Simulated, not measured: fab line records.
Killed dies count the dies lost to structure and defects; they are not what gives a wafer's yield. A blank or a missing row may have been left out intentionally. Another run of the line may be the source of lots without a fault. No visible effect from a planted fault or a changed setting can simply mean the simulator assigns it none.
Which of the tools did it? ; flow sky130 ; 12 lots, 36 wafers sampled, at 3 steps of a route of 708

== WHAT THE GAUGES READ, wafer by wafer ==
SKY_NWELL_RS_MEAS_31: uses a four-point probe to measure. Usual: PWDE_RS 5277 ohm/sq, standard deviation 17.
lot;measured;on;PWDE_RS (ohm/sq);flag
L999;day 6 19:10;film metro-03;5269 5269 5245;
L102;day 7 08:46;film metro-02;5295 5286 5283;
L104;day 7 07:26;film metro-01;5283 5298 5264;
L103;day 7 08:16;film metro-01;5272 5276 5267;
L105;day 7 15:31;film metro-02;5310 5274 5261;
L106;day 7 23:25;film metro-02;5231 5260 5273;
L108;day 8 06:50;film metro-02;5281 5276 5283;
L109;day 8 13:25;film metro-03;5282 5269 5287;
L110;day 8 21:45;film metro-02;5249 5279 5270;
L111;day 9 04:25;film metro-01;5274 5281 5281;
L112;day 9 12:10;film metro-03;5250 5254 5245;
L113;day 9 14:48;film metro-02;5319 5293 5289;

== EACH LOT AND THE TOOL THAT RAN IT (in order: tool; ch and the chambers of the sampled wafers; start) ==
lot;SKY_FIELD_ISO_STRIP_16;SKY_FIELD_ISO_ETCH_17
L999;plasma asher-02 ch 0,1, day 2 23:05;rie si-02 ch 1,2, day 2 23:11
L102;plasma asher-02 ch 0,1, day 3 14:52;rie si-02 ch 2,3, day 3 14:56
L104;plasma asher-02 ch 0,1, day 3 20:59;rie si-01 ch 0,1,3, day 3 21:05
L103;plasma asher-01 ch 0,1, day 3 21:35;rie si-02 ch 0,1,2, day 3 21:41
L105;plasma asher-04 ch 0,1, day 4 06:32;rie si-01 ch 2,3, day 4 06:36
L106;plasma asher-04 ch 0,1, day 4 13:17;rie si-02 ch 2,3, day 4 13:23
L108;plasma asher-02 ch 0,1, day 4 19:44;rie si-01 ch 1,3, day 4 19:50
L109;plasma asher-04 ch 0,1, day 5 01:00;rie si-01 ch 0,1,2, day 5 01:06
L110;plasma asher-04 ch 0,1, day 5 05:23;rie si-02 ch 0,3, day 5 05:27
L111;plasma asher-04 ch 0,1, day 5 10:23;rie si-01 ch 0,1,2, day 5 10:29
L112;plasma asher-04 ch 0,1, day 5 15:29;rie si-02 ch 0,1,2, day 5 15:35
L113;plasma asher-02 ch 0,1, day 5 22:01;rie si-02 ch 0,1,3, day 5 22:05
- SKY_FIELD_ISO_STRIP_16: strips in O2/N2.
- SKY_FIELD_ISO_ETCH_17: etches Si in HBr/Cl2/O2, target depth 342 nm, time 97.7 s.

== WHAT THE TOOLS THEMSELVES READ (means of the sampled wafers that have a number; where no wafer has one, the mark that the record gives instead) ==
SKY_FIELD_ISO_STRIP_16. Usual: chamber pressure mTorr 1500.0 mTorr, standard deviation 1.4; drypump motor current A 5.7 A, standard deviation 0.32; oes product au 0.378 a.u., standard deviation 0.0047; strip time to endpoint s 3.553 s, standard deviation 0.029.
lot;tool;chamber pressure mTorr (mTorr);drypump motor current A (A);oes product au (a.u.);strip time to endpoint s (s);flag
L999;plasma asher-02;1500.0;5.6;0.377;3.522;
L102;plasma asher-02;1500.5;5.6;0.377;3.575;
L104;plasma asher-02;1500.4;5.7;0.377;3.521;
L103;plasma asher-01;1500.0;5.3;0.378;3.582;
L105;plasma asher-04;1499.6;5.9;0.376;3.564;
L106;plasma asher-04;1499.3;5.9;0.380;3.587;
L108;plasma asher-02;1499.9;5.7;0.377;3.570;
L109;plasma asher-04;1499.8;6.1;0.377;3.516;
L110;plasma asher-04;1499.3;6.0;0.378;3.573;
L111;plasma asher-04;1502.0;6.0;0.375;3.515;
L112;plasma asher-04;1501.2;5.9;0.379;3.517;
L113;plasma asher-02;1497.9;5.7;0.381;3.588;

SKY_FIELD_ISO_ETCH_17. Usual: chamber pressure mTorr 15.000 mTorr, standard deviation 0.013; drypump motor current A 5.9 A, standard deviation 0.34; oes product au 1.001 a.u., standard deviation 0.0077; run length s 126.1 s, standard deviation 0.37; throttle valve pct 25.656 %, standard deviation 0.01.
lot;tool;chamber pressure mTorr (mTorr);drypump motor current A (A);oes product au (a.u.);run length s (s);throttle valve pct (%);flag
L999;rie si-02;15.013;5.9;0.999;126.0;25.657;
L102;rie si-02;14.989;5.8;0.992;125.7;25.652;
L104;rie si-01;14.998;6.2;0.993;126.6;25.655;
L103;rie si-02;14.993;5.8;1.004;126.1;25.654;
L105;rie si-01;14.995;6.3;1.003;125.7;25.663;
L106;rie si-02;15.000;5.9;1.006;126.1;25.655;
L108;rie si-01;15.003;6.5;0.996;125.9;25.657;
L109;rie si-01;14.991;6.1;1.001;126.4;25.653;
L110;rie si-02;14.992;5.7;1.003;126.0;25.663;
L111;rie si-01;14.994;6.1;0.992;126.3;25.668;
L112;rie si-02;14.986;5.9;1.006;126.0;25.656;
L113;rie si-02;14.998;5.7;1.007;126.0;25.652;

== THE ANSWER, worked out from the rows above alone ==
Rule: take the mean of a lot's wafers that have a number; if it is more than 3 standard deviations from the usual mean, the lot is off. A lot without any number at a reading at which 4 lots or more have one is off too. Where the step has rows for the other lots, those lots are counted as sound. First the gauges in route order, then the tools' own readings, where a lot's mean is used as printed above. The first step at which some lot is off is used, and at that step the reading that is off furthest; a lot without a number counts as furthest.
Nothing can be told from this: no lot is off at any reading shown.

== WHAT WAS PUT IN BY THE SIMULATOR ==
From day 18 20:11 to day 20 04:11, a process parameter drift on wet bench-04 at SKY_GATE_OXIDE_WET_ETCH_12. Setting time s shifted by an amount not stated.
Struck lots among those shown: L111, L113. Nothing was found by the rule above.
